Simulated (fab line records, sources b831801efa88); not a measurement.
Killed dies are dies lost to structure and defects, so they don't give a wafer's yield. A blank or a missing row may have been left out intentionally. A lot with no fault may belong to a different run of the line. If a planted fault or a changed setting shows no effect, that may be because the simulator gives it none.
Matching of chambers | flow sky130 | 4 sister chambers for SKY_VIA3_CMP_24 on cmp-02
The step polishes, stops on SiO2, t overpolish 20 s, target thk 0 nm. 20 wafers are shown with their chamber, then 10 later ones without.

== WAFERS WITH THEIR CHAMBER ==
wafer  | chamber | motor_current_A (A) | time_to_endpoint_s (s) | overpolish_run_s (s)
L597.3 | 2       | 10.8                | 94                     | 20.006
L597.4 | 1       | 12.3                | 100                    | 20.018
L597.6 | 2       | 10.6                | 95                     | 19.998
L600.2 | 2       | 10.5                | 94                     | 19.998
L600.3 | 3       | 9.4                 | 97                     | 20.005
L600.5 | 2       | 10.0                | 95                     | 19.996
L601.2 | 1       | 12.3                | 97                     | 20.000
L601.3 | 0       | 10.0                | 96                     | 20.014
L601.5 | 0       | 10.0                | 97                     | 19.998
L602.2 | 1       | 13.1                | 103                    | 19.989
L602.3 | 2       | 10.0                | 97                     | 19.987
L602.6 | 0       | 10.4                | 100                    | 20.008
L605.2 | 3       | 9.1                 | 99                     | 19.993
L605.4 | 0       | 10.3                | 97                     | 19.993
L605.5 | 2       | 10.7                | 97                     | 20.001
L603.1 | 3       | 9.3                 | 94                     | 19.993
L603.5 | 1       | 12.6                | 101                    | 20.003
L603.6 | 0       | 10.1                | 96                     | 19.998
L609.4 | 3       | 9.1                 | 97                     | 19.988
L609.5 | 3       | 9.5                 | 99                     | 19.977

SIGNATURES, as means of the wafers listed above
reading            | chamber 0 | chamber 1 | chamber 2 | chamber 3 | scatter within a chamber
motor_current_A    | 10.160    | 12.575    | 10.433    | 9.280     | 0.285
time_to_endpoint_s | 97.20     | 100.25    | 95.33     | 97.20     | 1.87
overpolish_run_s   | 20.00220  | 20.00250  | 19.99767  | 19.99120  | 0.00911
Rule: for each reading, subtract the chamber's mean from the wafer's reading, divide by that reading's scatter and square the result; add these up over the readings and take the root, which gives the wafer's distance from the chamber. If the next closest chamber is less than 2 further off than the closest, the wafer can't be placed; otherwise it belongs to the closest. The scatter is the square root of a quotient: the sum, over the shown wafers, of each reading's squared deviation from its chamber's mean, divided by wafers minus chambers.

== WAFERS WITH NO CHAMBER GIVEN ==
wafer  | motor_current_A (A) | time_to_endpoint_s (s) | overpolish_run_s (s)
L609.6 | 10.8                | 97                     | 19.986
L613.1 | 9.9                 | 98                     | 19.998
L613.3 | 12.6                | 100                    | 19.994
L613.4 | 10.8                | 94                     | 19.984
L614.3 | 10.8                | 93                     | 19.987
L614.4 | 12.3                | 94                     | 20.009
L614.6 | 10.8                | 90                     | 20.007
L616.4 | 10.9                | 94                     | 20.004
L616.5 | 12.4                | 99                     | 19.991
L616.6 | 10.2                | 95                     | 20.005

== THE CHAMBER EACH PASSED THROUGH ==
wafer  | from the rows above          | in truth
L609.6 | can't be placed: 2 or 0      | 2
L613.1 | can't be placed: 0 or 3 or 2 | 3
L613.3 | 1                            | 1
L613.4 | can't be placed: 2 or 0      | 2
L614.3 | can't be placed: 2 or 0      | 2
L614.4 | 1                            | 1
L614.6 | can't be placed: 2 or 0      | 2
L616.4 | can't be placed: 2 or 0      | 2
L616.5 | 1                            | 1
L616.6 | can't be placed: 2 or 0      | 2
3 of 10 placed correctly. Unplaceable from these rows: 7, with the true chamber sitting among the candidates in 7. Wrongly placed: 0.
